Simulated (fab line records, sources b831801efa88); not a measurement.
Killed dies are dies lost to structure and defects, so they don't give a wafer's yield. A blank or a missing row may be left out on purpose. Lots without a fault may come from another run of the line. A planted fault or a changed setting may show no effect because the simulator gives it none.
Chamber matching | flow gf180mcu | GF_PASSIVATION_CVD_00 on pecvd-02: 3 sister chambers
The step deposits SiO2 from TEOS, target thk 1000 nm, time 108.3 s. 16 wafers are shown with their chamber, then 8 later ones without.

WAFERS WITH THEIR CHAMBER
wafer  | chamber | heater_power_w (W)
L591.1 | 0       | 515
L591.3 | 1       | 699
L591.5 | 1       | 747
L600.3 | 2       | 758
L600.4 | 0       | 621
L600.6 | 2       | 616
L601.2 | 2       | 628
L601.4 | 0       | 584
L601.5 | 0       | 606
L604.1 | 1       | 735
L604.2 | 2       | 759
L604.4 | 1       | 592
L609.1 | 0       | 557
L609.2 | 1       | 668
L609.3 | 2       | 745
L611.1 | 1       | 655

SIGNATURES (means of the wafers above)
reading        | chamber 0 | chamber 1 | chamber 2 | scatter within a chamber
heater_power_w | 576.60    | 682.67    | 701.20    | 58.5
Rule: a wafer's distance from a chamber is the root of the sum, over the readings, of the square of ((its reading less the chamber's mean) divided by the reading's scatter). The wafer belongs to the nearest chamber; if the next one is less than 2 further off, it can't be placed. The scatter: the root of (the sum of the squares of (reading less its chamber's mean) over the shown wafers, divided by (wafers less chambers)).

WAFERS WITHOUT THEIR CHAMBER
wafer  | heater_power_w (W)
L611.2 | 554
L611.4 | 606
L613.3 | 761
L613.4 | 614
L613.5 | 602
L614.1 | 743
L614.5 | 596
L614.6 | 607

WHICH CHAMBER EACH WENT THROUGH
wafer  | from the rows above          | in truth
L611.2 | can't be placed: 0 or 1      | 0
L611.4 | can't be placed: 0 or 1 or 2 | 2
L613.3 | can't be placed: 2 or 1      | 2
L613.4 | can't be placed: 0 or 1 or 2 | 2
L613.5 | can't be placed: 0 or 1 or 2 | 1
L614.1 | can't be placed: 2 or 1      | 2
L614.5 | can't be placed: 0 or 1 or 2 | 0
L614.6 | can't be placed: 0 or 1 or 2 | 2
Placed correctly: 0 of 8. Can't be placed from these rows: 8 (the true chamber is among the candidates in 8). Placed wrongly: 0.
